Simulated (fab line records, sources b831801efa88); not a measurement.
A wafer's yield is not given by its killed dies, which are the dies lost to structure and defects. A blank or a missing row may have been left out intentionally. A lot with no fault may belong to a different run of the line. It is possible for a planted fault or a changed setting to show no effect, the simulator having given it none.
fab line records | flow sky130
record: lots: 6 wafers: 18 last_day: 50
route steps=708 shown FIELD_ISO@11 PAD_OPEN@708
lots untouched by any fault: they come from a run of this same line in which no faults occurred
start_h: the number of hours between the record's first day and the start of the first shown wafer of the lot | wait_h: hours since the lot's step before | " same as the row above | L1.1+2: one row covering several wafers at once | - value missing, or start not given | * or withheld: withheld | < > ~ a bound
route shown NAME@n: a module of which the file shows steps, and the number in the route of the first | usual: mean and standard deviation over wafers with no fault | same: alike in all rows | chamber/n: place in a boat | sites: readings site by site | _std_site: standard deviation of those values | _edge_site: outer sites' mean less inner sites' | radius_mm: how far each site lies from the wafer's centre | mask NAME#n: copy n | behind: the last tool/chamber to shape the wafer | hold: cause of the lot's hold/its duration in hours/its outcome | device: the n, p or np transistor that did not switch | end of line: tests of these same wafers at the route's end | a step without rows: its recipe alone | killed: not the wafer's yield, but the dies lost to structure and defects at the first sort | map: dies across one wafer; x = killed, . = not, _ = none there
set.NAME: the setting as run; set.NAME@STEP: as run at that earlier step | model.NAME: the simulator's own value behind a step, which no gauge read
lots at selected steps of the route; one table per step, one row per wafer
services: from which hour (start_h, from the record's first day; less than 0 if before it) a tool's chamber was out of use, for how many hours, and why
== steps ==
step: SKY_FIELD_ISO_EXPOSE_10
recipe: mask_id: FOM na: 0.68 source_shape: annular sigma_inner: 0.4 sigma_outer: 0.8 target_cd_nm: 150 dose_mj: 28
step: SKY_FIELD_ISO_PEB_11
recipe: peb_temp_c: withheld peb_time_s: withheld resist: KrF-thick
step: SKY_FIELD_ISO_DEVELOP_12
recipe: develop_time_s: 60 resist: KrF-thick dev_temp_c: 21
step: SKY_FIELD_ISO_CD_MEAS_13
recipe: target_cd_nm: 150
usual: cd_nm: 150.0/1.7
columns lot.wafer tool chamber start_h wait_h cd_nm
L772.1 cd_sem-02 - 41.36 - 149.4
L772.2 " - " " 149.6
L772.3 " - " " 149.2
L774.2 cd_sem-01 - 53.80 - 152.0
L774.4 " - " " 151.8
L774.6 " - " " 151.9
L776.1 cd_sem-01 - 62.88 - 149.8
L776.2 " - " " 150.0
L776.4 " - " " 149.0
L782.1 cd_sem-02 - 92.21 - 152.9
L782.3 " - " " 153.9
L782.6 " - " " 153.0
L783.3 cd_sem-02 - 95.15 - 148.3
L783.4 " - " " 149.0
L783.6 " - " " 147.7
L792.3 cd_sem-02 - 146.12 - 151.2
L792.4 " - " " 149.7
L792.6 " - " " 151.2
step: SKY_FIELD_ISO_ETCH_14
recipe: chemistry: N2/H2 target: BARC ion_energy_ev: 200 source_w: 500 bias_w: 100 pressure_mtorr: 30 n2_flow_sccm: 100 h2_flow_sccm: 200 stop_on: SiO2 time_s: 45.9 target_depth_a: 600
usual: drypump_motor_current_A: 5.8/0.37 h2_flow_sccm: 200.0/0.53 oes_product_au: 0.856/0.0047 throttle_valve_pct: 13.225/0.009
columns lot.wafer tool chamber start_h wait_h drypump_motor_current_A h2_flow_sccm oes_product_au rf_hours_counter_h throttle_valve_pct
L772.1 rie_diel-04 1 41.48 0.1 6.6 200.4 0.863 90 13.218
L772.2 " 0 " " 5.7 200.0 0.850 93 13.228
L772.3 " 2 " " 6.0 199.8 0.860 82 13.236
L774.2 rie_diel-03 0 53.90 0.1 5.5 200.4 0.856 121 13.224
L774.4 " 3 " " 5.7 200.2 0.848 2 13.241
L774.6 " 0 " " 5.5 200.4 0.853 - 13.226
L776.1 rie_diel-01 3 63.00 0.1 4.9 200.1 0.848 27 13.218
L776.2 " 0 " " 5.8 200.4 0.854 47 13.231
L776.4 " 1 " " 5.6 199.5 0.855 62 13.215
L782.1 rie_diel-04 1 92.33 0.1 6.6 200.7 0.853 91 13.229
L782.3 " 2 " " 6.0 200.4 0.859 83 13.222
L782.6 " 2 " " 6.0 199.2 0.848 - 13.227
L783.3 rie_diel-04 1 95.23 0.1 6.6 199.6 0.853 91 13.220
L783.4 " 3 " " 6.0 200.9 0.864 126 13.239
L783.6 " 1 " " 6.6 199.5 0.857 - 13.221
L792.3 rie_diel-03 0 146.20 0.1 5.5 199.6 0.859 123 13.234
L792.4 " 1 " " 5.9 200.3 0.855 - 13.224
L792.6 " 0 " " 5.5 199.9 0.868 - 13.227
step: SKY_FIELD_ISO_ETCH_15
recipe: chemistry: CHF3/O2 target_depth_nm: 180 stop_on: Si source_w: 600 bias_w: 200 pressure_mtorr: 40 chf3_flow_sccm: 50 O2_flow_sccm: 5 time_s: 72
usual: drypump_motor_current_A: 5.8/0.37 oes_product_au: 0.928/0.0067 throttle_valve_pct: 8.839/0.0088
columns lot.wafer tool chamber start_h wait_h drypump_motor_current_A oes_product_au rf_hours_counter_h throttle_valve_pct
L772.1 rie_diel-04 1 41.52 0.0 6.6 0.941 90 8.845
L772.2 " 0 " " 5.7 0.928 93 8.839
L772.3 " 2 " " 6.0 0.926 82 8.849
L774.2 rie_diel-03 0 53.94 0.0 5.5 0.935 121 8.851
L774.4 " 3 " " 5.7 0.937 2 8.831
L774.6 " 0 " " 5.5 0.932 - 8.850
L776.1 rie_diel-01 3 63.04 0.0 4.9 0.927 27 8.841
L776.2 " 0 " " 5.8 0.927 47 8.835
L776.4 " 1 " " 5.6 0.926 62 8.827
L782.1 rie_diel-04 1 92.37 0.0 6.6 0.935 91 8.827
L782.3 " 2 " " 6.0 0.923 83 8.847
L782.6 " 2 " " 6.0 0.928 - 8.838
L783.3 rie_diel-04 1 95.27 0.0 6.6 0.918 91 8.822
L783.4 " 3 " " 5.9 0.925 126 8.841
L783.6 " 1 " " 6.5 0.921 - 8.848
L792.3 rie_diel-03 0 146.24 0.0 5.6 0.935 123 8.847
L792.4 " 1 " " 5.8 0.932 - 8.840
L792.6 " 0 " " 5.5 0.928 - 8.832
step: SKY_FIELD_ISO_STRIP_16
recipe: chemistry: O2/N2 power_w: 1400 pressure_mtorr: 1500 platen_temp_c: withheld o2_flow_sccm: 3000 n2_flow_sccm: 300 overash_fraction: 0.5
usual: drypump_motor_current_A: 5.9/0.35 oes_product_au: 0.378/0.0046 strip_time_to_endpoint_s: 3.55/0.033
columns lot.wafer tool chamber start_h wait_h drypump_motor_current_A oes_product_au rf_hours_counter_h strip_time_to_endpoint_s
L772.1 plasma_asher-02 0 41.58 0.0 6.1 0.378 31 3.58
L772.2 " 1 " " 6.2 0.376 31 3.56
L772.3 " 1 " " 6.2 0.380 - 3.55
L774.2 plasma_asher-03 1 53.99 0.0 5.6 0.373 27 3.53
L774.4 " 1 " " 5.6 0.379 - 3.62
L774.6 " 0 " " 6.3 0.386 - 3.55
L776.1 plasma_asher-03 1 63.09 0.0 5.6 0.380 28 3.54
L776.2 " 0 " " 6.3 0.377 28 3.52
L776.4 " 1 " " 5.6 0.378 - 3.52
L782.1 plasma_asher-03 0 92.43 0.0 6.3 0.378 31 3.60
L782.3 " 0 " " 6.3 0.378 - 3.55
L782.6 " 1 " " 5.6 0.377 - 3.54
L783.3 plasma_asher-02 1 95.36 0.1 6.2 0.374 - 3.60
L783.4 " 0 " " 6.1 0.382 - 3.54
L783.6 " 1 " " 6.3 0.371 - 3.63
L792.3 plasma_asher-02 0 146.33 0.1 6.1 0.373 - 3.55
L792.4 " 1 " " 6.2 0.378 - 3.57
L792.6 " 1 " " 6.2 0.384 - 3.57
step: SKY_FIELD_ISO_ETCH_17
recipe: target_depth_a: 3420 mask_material: Si3N4 chemistry: HBr/Cl2/O2 target: Si taper_deg: 5 icp_w: 600 bias_w: 150 pressure_mtorr: 15 HBr_flow_sccm: 150 Cl2_flow_sccm: 40 O2_flow_sccm: 6 time_s: 97.7
usual: drypump_motor_current_A: 5.7/0.6 oes_product_au: 0.996/0.0096 throttle_valve_pct: 25.659/0.011
columns lot.wafer tool chamber start_h wait_h drypump_motor_current_A oes_product_au rf_hours_counter_h throttle_valve_pct
L772.1 rie_si-01 2 41.68 0.1 4.8 0.992 45 25.662
L772.2 " 0 " " 4.7 0.983 2 25.674
L772.3 " 1 " " 5.3 1.001 62 25.661
L774.2 rie_si-02 0 54.09 0.1 6.5 0.999 1 25.666
L774.4 " 2 " " 6.3 0.991 0 25.687
L774.6 " 1 " " 5.8 1.000 - 25.649
L776.1 rie_si-01 2 63.19 0.1 4.8 0.989 46 25.666
L776.2 " 3 " " 5.5 0.993 105 25.665
L776.4 " 0 " " 4.7 0.983 2 25.649
L782.1 rie_si-02 3 92.53 0.1 5.7 0.989 47 25.670
L782.3 " 1 " " 5.8 1.005 114 25.638
L782.6 " 1 " " 5.8 1.019 - 25.638
L783.3 rie_si-01 0 95.43 0.0 4.7 0.992 2 25.676
L783.4 " 3 " " 5.5 0.993 105 25.658
L783.6 " 3 " " 5.5 0.990 - 25.675
L792.3 rie_si-01 3 146.39 0.0 5.4 0.980 105 25.662
L792.4 " 1 " " 5.3 0.986 62 25.670
L792.6 " 1 " " 5.3 0.987 - 25.673
step: SKY_FIELD_ISO_WET_ETCH_18
recipe: chemistry: H3PO4 target_depth_nm: 25 temp_c: 160 target: Si3N4 time_s: 286
step: SKY_FIELD_ISO_CLEAN_19
recipe: chemistry: SC1/SC2 mix: 1:4:20 temp_c: 70 time_s: 150
step: SKY_FIELD_ISO_CLEAN_20
recipe: chemistry: dHF time_s: 20 dilution: 100:1
step: SKY_FIELD_ISO_WET_ETCH_21
recipe: chemistry: dHF dilution: 100:1 target_depth_nm: 20 dry: ipa_marangoni target: SiO2 temp_c: 25 time_s: 400
step: SKY_FIELD_ISO_OXIDATION_22
recipe: temp_c: 950 ambient: O2 stabilise_s: 600 purge_s: 300 target_thk_a: 100 ox_time_s: 623
usual: spike_tc_bottom_C: 966/4.1 spike_tc_centre_C: 950.5/1.1 spike_tc_lower_C: 949.8/1.1 spike_tc_top_C: 963.8/0.99 spike_tc_upper_C: 950.2/0.89 tube_center_temp_C: 950/0.091 tube_center_temp_C_max: 952.4/0.38 zone_power_lower_pct: 22.0/2 zone_power_upper_pct: 19.4/0.67
columns lot.wafer tool chamber start_h wait_h spike_tc_bottom_C spike_tc_centre_C spike_tc_lower_C spike_tc_top_C spike_tc_upper_C tube_center_temp_C tube_center_temp_C_max zone_power_lower_pct zone_power_upper_pct model.SiO2_of_FIELD_ISO_OXIDATION_22.thk_nm
L772.1 furnace-02 0 42.69 0.7 971 950.2 947.9 964.0 949.5 950.14 953.4 23.6 20.0 9.775
L772.2 " 0 " " 970 949.3 948.0 962.7 950.5 950.05 952.5 23.6 20.2 9.856
L772.3 " 0 " " 968 951.2 951.7 963.6 949.5 949.94 952.1 23.3 19.9 9.828
L774.2 furnace-01 0 55.05 0.6 962 951.2 950.1 963.5 949.6 949.91 952.5 19.8 18.6 10.12
L774.4 " 0 " " 960 950.8 950.6 964.6 950.8 950.15 953.0 19.4 18.6 9.96
L774.6 " 0 " " 961 952.0 949.0 963.2 950.4 950.08 952.1 19.9 18.8 10.06
L776.1 furnace-02 0 63.94 0.4 970 949.8 948.9 963.1 950.1 950.13 953.2 23.3 19.9 10
L776.2 " 0 " " 969 951.3 950.7 964.5 949.1 949.9 952.2 23.6 20.4 9.943
L776.4 " 0 " " 968 950.2 949.6 963.7 950.5 950.09 952.3 23.6 20.0 10.01
L782.1 furnace-01 0 94.82 1.8 914 903.6 903.7 915.7 905.0 903.39 906.3 17.4 16.2 5.895
L782.3 " 0 " " 915 904.3 905.1 918.0 904.6 903.4 905.6 17.4 16.9 5.909
L782.6 " 0 " " 914 904.7 902.4 919.1 905.4 903.24 905.8 17.3 16.6 6.023
L783.3 furnace-01 0 95.99 0.2 918 904.5 904.8 919.2 903.4 903.24 905.7 17.4 16.5 6.181
L783.4 " 0 " " 915 904.1 902.5 919.3 903.3 903.36 907.0 17.6 16.6 6.376
L783.6 " 0 " " 915 905.4 903.1 918.2 903.0 903.4 906.1 17.5 16.7 6.248
L792.3 furnace-02 0 147.02 0.3 968 949.6 950.8 963.9 949.6 950.03 952.9 23.7 19.8 10.21
L792.4 " 0 " " 969 950.8 950.1 964.5 947.9 950.11 951.9 23.5 20.0 10.14
L792.6 " 0 " " 970 949.6 949.2 963.1 950.1 949.97 952.3 23.6 20.1 10.28
step: SKY_FIELD_ISO_THK_MEAS_23
recipe: reads: SiO2_of_FIELD_ISO_OXIDATION_22
usual: FIELD_ISO_OXIDATION_01_THK: 9.96/0.22
columns lot.wafer tool chamber start_h wait_h FIELD_ISO_OXIDATION_01_THK[nm]
L772.1 film_metro-01 - 43.86 0.0 9.80
L772.2 " - " " 9.89
L772.3 " - " " 9.82
L774.2 film_metro-02 - 56.23 0.0 10.10
L774.4 " - " " 9.95
L774.6 " - " " 10.07
L776.1 film_metro-02 - 65.12 0.0 10.04
L776.2 " - " " 9.94
L776.4 " - " " 10.03
L782.1 film_metro-01 - 95.99 0.0 5.93
L782.3 " - " " 5.93
L782.6 " - " " 5.99
L783.3 film_metro-04 - 97.18 0.0 6.21
L783.4 " - " " 6.35
L783.6 " - " " 6.29
L792.3 film_metro-01 - 148.22 0.0 10.25
L792.4 " - " " 10.13
L792.6 " - " " 10.28
step: SKY_FIELD_ISO_CVD_24
recipe: material: SiO2 target_thk_nm: 595 temp_c: 650 sigma_open_frac: 0.3 time_s: 99.2 sih4_flow_sccm: 60 pressure_mtorr: 6
step: SKY_PAD_OPEN_PROBE_99
usual: killed_at_M0_to_M3: 43/6.4 killed_at_M4_up: 3.2/1.8 killed_at_contacts: 25/5.8 killed_at_front_end: 16/4.1 killed_at_other: 0.2/0.47 killed_dies: 88/9.9 killed_open: 47/7.3 killed_short: 40/7.1
same: gross_dies: 492 killed_at_back_side: 0
columns lot.wafer tool chamber start_h wait_h killed_at_M0_to_M3 killed_at_M4_up killed_at_contacts killed_at_front_end killed_at_other killed_dies killed_open killed_short model.etest.diode_pdiff_fingers.leak_log10_a_cm2 model.etest.diode_ndiff_fingers.leak_log10_a_cm2 model.etest.sram_nfet_pass.off_log10_a_um
L772.1 prober-01 - 1079.66 0.1 46 3 23 23 0 95 52 43 -6.709 -6.753 -12.23
L772.2 prober-01 - 1079.71 0.1 44 2 21 22 1 90 39 51 -6.421 -6.704 -12.4
L772.3 prober-01 - 1079.76 0.2 45 0 29 15 0 89 44 45 -6.167 -6.46 -12.42
L774.2 prober-01 - 1091.96 0.1 47 4 24 15 0 90 50 40 -6.903 -6.888 -12.9
L774.4 prober-01 - 1092.06 0.2 54 2 24 26 1 107 60 47 -6.468 -6.609 -12.58
L774.6 prober-01 - 1092.16 0.2 48 4 18 11 0 81 47 34 -6.608 -6.504 -12.75
L776.1 prober-01 - 1127.18 0.1 38 4 28 15 0 85 50 35 -6.226 -6.669 -12.66
L776.2 prober-01 - 1127.23 0.1 57 2 25 12 0 96 47 49 -6.68 -6.56 -12.57
L776.4 prober-01 - 1127.33 0.2 44 2 34 9 0 89 47 42 -6.526 -6.682 -12.46
L782.1 prober-01 - 1139.56 0.1 38 1 16 19 0 74 40 34 -6.316 -6.38 -12.41
L782.3 prober-01 - 1139.66 0.2 55 2 15 16 0 88 46 42 -6.208 -6.49 -12.1
L782.6 prober-01 - 1139.81 0.2 47 2 14 19 0 82 46 36 -6.542 -6.471 -12.66
L783.3 prober-02 - 1147.16 0.2 46 0 26 14 0 86 45 40 -6.124 -6.488 -12.37
L783.4 prober-02 - 1147.21 0.2 47 0 11 16 0 74 40 33 -6.382 -6.419 -12.38
L783.6 prober-02 - 1147.31 0.2 48 5 22 17 0 92 59 33 -6.017 -6.661 -12.22
L792.3 prober-01 - 1191.32 0.2 39 3 26 10 0 78 45 33 -6.593 -6.492 -12.64
L792.4 prober-01 - 1191.37 0.2 44 4 31 10 0 89 59 30 -6.303 -6.686 -12.41
L792.6 prober-01 - 1191.47 0.2 47 4 31 16 0 98 53 45 -6.873 -6.651 -12.4
killed by level:class
L772.1 VIA1:geometric_particle:open=13 LI_CONTACT:geometric_particle:open=11 METAL2:geometric_particle:short=10 FIELD_ISO:geometric_particle:short=8 POLY_GATE:geometric_particle:open=6 VIA2:geometric_particle:open=6 FIELD_ISO:geometric_particle:open=5 LOCAL_INTERCONNECT:geometric_particle:short=5
L772.2 METAL2:geometric_particle:short=13 VIA1:geometric_particle:open=9 FIELD_ISO:geometric_particle:short=7 CONTACT:geometric_particle:short=6 POLY_GATE:geometric_particle:open=5 LI_CONTACT:geometric_particle:open=5 VIA2:geometric_particle:open=5 FIELD_ISO:geometric_particle:open=4
L772.3 CONTACT:geometric_particle:open=13 POLY_GATE:geometric_particle:short=7 LI_CONTACT:geometric_particle:open=7 VIA1:geometric_particle:short=7 VIA1:geometric_particle:open=7 VIA3:geometric_particle:short=6 VIA3:geometric_particle:open=4 CONTACT:geometric_particle:short=4
L774.2 VIA2:geometric_particle:open=11 CONTACT:geometric_particle:open=10 VIA3:geometric_particle:open=9 METAL2:geometric_particle:short=8 VIA1:geometric_particle:open=6 LI_CONTACT:geometric_particle:short=5 FIELD_ISO:geometric_particle:short=4 LI_CONTACT:geometric_particle:open=4
L774.4 VIA1:geometric_particle:open=11 VIA3:geometric_particle:open=10 CONTACT:geometric_particle:open=9 POLY_GATE:geometric_particle:short=8 METAL1:geometric_particle:short=8 FIELD_ISO:geometric_particle:open=7 LI_CONTACT:geometric_particle:open=6 VIA3:geometric_particle:short=6
L774.6 VIA1:geometric_particle:open=10 LI_CONTACT:geometric_particle:open=8 VIA3:geometric_particle:open=8 METAL1:geometric_particle:short=7 METAL2:geometric_particle:short=7 CONTACT:geometric_particle:open=6 POLY_CUT:geometric_particle:open=4 POLY_GATE:geometric_particle:open=3
L776.1 VIA1:geometric_particle:open=10 LI_CONTACT:geometric_particle:open=8 CONTACT:geometric_particle:open=8 CONTACT:geometric_particle:short=6 POLY_GATE:geometric_particle:open=5 METAL1:geometric_particle:short=4 METAL2:geometric_particle:short=4 VIA2:geometric_particle:open=4
L776.2 VIA1:geometric_particle:open=9 VIA1:geometric_particle:short=9 LI_CONTACT:geometric_particle:open=8 CONTACT:geometric_particle:open=6 VIA2:geometric_particle:open=6 VIA3:geometric_particle:open=6 VIA3:geometric_particle:short=5 LOCAL_INTERCONNECT:geometric_particle:short=5
L776.4 CONTACT:geometric_particle:open=12 VIA1:geometric_particle:open=11 LOCAL_INTERCONNECT:geometric_particle:short=9 METAL2:geometric_particle:short=8 LI_CONTACT:geometric_particle:open=7 VIA2:geometric_particle:open=6 CONTACT:geometric_particle:short=4 VIA1:geometric_particle:short=4
L782.1 VIA1:geometric_particle:open=10 FIELD_ISO:geometric_particle:open=6 CONTACT:geometric_particle:open=6 FIELD_ISO:geometric_particle:short=5 METAL2:geometric_particle:short=5 CONTACT:geometric_particle:short=5 VIA1:geometric_particle:short=5 VIA3:geometric_particle:open=5
L782.3 VIA1:geometric_particle:open=11 METAL1:geometric_particle:short=8 VIA3:geometric_particle:open=7 VIA1:geometric_particle:short=5 POLY_GATE:geometric_particle:open=5 METAL3:geometric_particle:short=5 CONTACT:geometric_particle:open=5 METAL2:geometric_particle:short=5
L782.6 VIA1:geometric_particle:open=12 VIA3:geometric_particle:open=9 POLY_GATE:geometric_particle:open=6 CONTACT:geometric_particle:open=6 METAL1:geometric_particle:short=5 LOCAL_INTERCONNECT:geometric_particle:short=4 VIA1:geometric_particle:short=4 VIA2:geometric_particle:open=4
L783.3 VIA1:geometric_particle:open=11 CONTACT:geometric_particle:open=9 VIA3:geometric_particle:open=8 FIELD_ISO:geometric_particle:short=7 CONTACT:geometric_particle:short=6 VIA2:geometric_particle:short=6 VIA2:geometric_particle:open=6 METAL2:geometric_particle:short=5
L783.4 VIA2:geometric_particle:open=9 VIA3:geometric_particle:open=7 FIELD_ISO:geometric_particle:open=5 VIA1:geometric_particle:open=5 VIA2:geometric_particle:short=5 FIELD_ISO:geometric_particle:short=4 POLY_GATE:geometric_particle:open=4 METAL1:geometric_particle:short=4
L783.6 CONTACT:geometric_particle:open=11 VIA1:geometric_particle:open=11 VIA2:geometric_particle:open=10 POLY_GATE:geometric_particle:open=5 VIA1:geometric_particle:short=5 LI_CONTACT:geometric_particle:open=5 VIA3:geometric_particle:open=5 METAL1:geometric_particle:short=5
L792.3 LI_CONTACT:geometric_particle:open=11 CONTACT:geometric_particle:open=9 METAL1:geometric_particle:short=6 METAL2:geometric_particle:short=6 VIA3:geometric_particle:open=6 VIA1:geometric_particle:open=5 VIA2:geometric_particle:open=5 VIA1:geometric_particle:short=4
L792.4 CONTACT:geometric_particle:open=15 VIA2:geometric_particle:open=12 LI_CONTACT:geometric_particle:open=8 VIA3:geometric_particle:open=7 VIA1:geometric_particle:open=6 LOCAL_INTERCONNECT:geometric_particle:short=4 METAL1:geometric_particle:short=4 METAL2:geometric_particle:short=4
L792.6 VIA2:geometric_particle:open=12 LOCAL_INTERCONNECT:geometric_particle:short=9 CONTACT:geometric_particle:open=9 LI_CONTACT:geometric_particle:open=7 VIA1:geometric_particle:open=7 VIA1:geometric_particle:short=6 METAL3:geometric_particle:short=6 VIA3:geometric_particle:open=5
== services ==
columns tool chamber start_h hours kind
plasma_asher-03 - 29.42 2.8 pm
plasma_asher-03 - 39.80 3.1 repair
rie_si-02 - 41.25 0.9 repair
rie_si-02 1 70.83 5.9 repair
rie_diel-01 2 73.47 7.5 repair
rie_diel-04 3 80.76 11.0 repair
rie_diel-04 0 88.91 6.0 repair
rie_diel-03 - 93.26 0.2 repair
rie_si-01 - 101.73 14.6 pm
rie_diel-03 0 106.39 5.4 repair
rie_si-02 2 108.57 4.5 repair
plasma_asher-02 - 108.75 9.0 pm
plasma_asher-02 0 108.75 9.0 vent_cycle
plasma_asher-02 1 108.75 9.0 vent_cycle
rie_diel-03 3 111.07 1.5 repair
rie_diel-03 3 117.07 4.7 repair
plasma_asher-02 0 117.75 - clean
plasma_asher-02 1 117.75 - clean
rie_diel-03 3 125.23 28.7 repair
rie_diel-04 3 137.19 7.5 repair
rie_diel-01 3 144.76 7.9 repair
== key ==
first_sign: step: SKY_FIELD_ISO_OXIDATION_22 reading: tube_center_temp_C direction: down sigmas: 99+ usual: * struck: *
effect: step: SKY_FIELD_ISO_OXIDATION_22 reading: tube_center_temp_C_max direction: down sigmas: 99+ usual: * struck: *
effect: step: SKY_FIELD_ISO_THK_MEAS_23 reading: FIELD_ISO_OXIDATION_01_THK direction: down sigmas: 17 usual: 9.96 struck: 6.12
model_effect: step: SKY_FIELD_ISO_OXIDATION_22 value: SiO2_of_FIELD_ISO_OXIDATION_22.thk_nm without: 10.28 struck: 6.105
model_effect: step: SKY_PAD_OPEN_PROBE_99 value: etest.diode_pdiff_fingers.leak_log10_a_cm2 without: -6.561 struck: -6.265
met_at SKY_FIELD_ISO_OXIDATION_22
struck_wafers L782.1,L782.3,L782.6,L783.3,L783.4,L783.6
tester_left_out L782,L783
fault: kind: process_parameter_drift tool: furnace-01 chamber: - onset_h: 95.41 steps: SKY_FIELD_ISO_OXIDATION_22 channel: temp_c offset: * shape: step end_h: 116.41 acts_in: * stated: *
tester_left_out: of these lots the tester's yield and bins aren't shown, on N5 and GAA mostly nor the transistor test; their killed dies are dies lost to structure and defects alone, not to doping, threshold or leakage, so they don't give the yield
